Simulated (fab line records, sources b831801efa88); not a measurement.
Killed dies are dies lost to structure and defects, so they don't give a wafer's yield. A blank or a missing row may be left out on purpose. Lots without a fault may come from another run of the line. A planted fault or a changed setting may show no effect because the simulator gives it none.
Problem report in the 8D (eight disciplines) form, filled by code | flow gf180mcu | the parts of the form that need people (team, actions taken, sign-off) are left out

1. THE PROBLEM
cd_nm at GF_TOP_METAL_CD_MEAS_14 reads a mean of 429.5 nm on 6 wafers of 2 lots; wafers without a fault read 440.1 nm with a standard deviation of 2.3. That is -4.6 standard deviations from the usual mean.
The step: target cd 440 nm.
First seen on wafer L858.3, day 32 17:16, on cd_sem-02. The record holds 30 wafers of 10 lots with a number at this step. Rule for "out", or "out of limits": more than 4 standard deviations from the usual mean. The other wafers with a number count as sound.

2. WHAT IT IS AND WHAT IT IS NOT
question                    | is                     | is not
which readings at this step | cd_nm                  | -
which lots                  | L858, L860             | L842, L844, L847, L848, L849, L851, L852, L853
which wafers of those lots  | all that have a number | -
read on which gauges        | cd_sem-02              | cd_sem-01
when                        | from day 32 17:16      | up to then (24 sound wafers)

3. SUSPECTS, AND WHAT RULES EACH OUT
Counting: a tool at a process step up to the reading stays a suspect if it ran every lot that is out and no sound lot after the first of them.
- the gauge at GF_TOP_METAL_CD_MEAS_14: ruled out. All the wafers that are out were read on cd_sem-02, but those of them that GF_TOP_METAL_STRIP_17 has rows for are out there too, on other tools.
- plasma_asher-01 at GF_M5_STRIP_11 (strips in O2/N2): kept. It ran every lot that is out, first L858 (day 31 03:53), and no sound lot after that; its last sound lot up to then is L852 (day 29 10:17).
- cmp-01 at GF_V5_CMP_26 (polishes, stops on SiO2, t overpolish 15 s, target thk 0 nm): kept. It ran every lot that is out, first L858 (day 32 00:14), and no sound lot after that; its last sound lot up to then is L853 (day 30 17:24).
- litho_track-04 at GF_TOP_METAL_COAT_09 (resist thk 1500 nm): kept. It ran every lot that is out, first L858 (day 32 08:44), and no sound lot after that; its last sound lot up to then is L853 (day 31 02:57).
Left after counting: plasma_asher-01 at GF_M5_STRIP_11, cmp-01 at GF_V5_CMP_26, litho_track-04 at GF_TOP_METAL_COAT_09.

4. THE CAUSE (what the simulator had put in)
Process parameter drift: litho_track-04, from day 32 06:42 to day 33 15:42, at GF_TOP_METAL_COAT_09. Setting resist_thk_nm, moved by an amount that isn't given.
Counting left 3 suspects, and this tool is among them.

5. THE CHAIN OF EFFECTS, in route order
Each row: a reading whose mean over the struck wafers that have a number lies more than 3 standard deviations from the usual. Only readings for which the record gives a usual standard deviation are gone through. hours: the time from each lot's start at the first step in this table that gives one to its start at this step, as a median over the lots. sigmas: the change in usual standard deviations.
hours | step                    | reading                  | usual    | on struck wafers | change | sigmas
0     | GF_TOP_METAL_CD_MEAS_14 | cd_nm                    | 440.1 nm | 429.5            | -10.6  | -4.6
0     | GF_TOP_METAL_STRIP_17   | strip_time_to_endpoint_s | 12.87 s  | 11.53            | -1.34  | -19
The process steps in it:
- GF_TOP_METAL_STRIP_17: strips in O2/N2.

6. WHAT WOULD HAVE CAUGHT IT SOONER
In this record the first reading out of limits at a measuring or inspecting step was taken at day 32 17:16, 11 hours after the fault began at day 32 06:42.
Of the lots that are out (2), L860 began GF_TOP_METAL_COAT_09 on litho_track-04 after day 32 17:16. A hold on the tool at that time would have spared it.
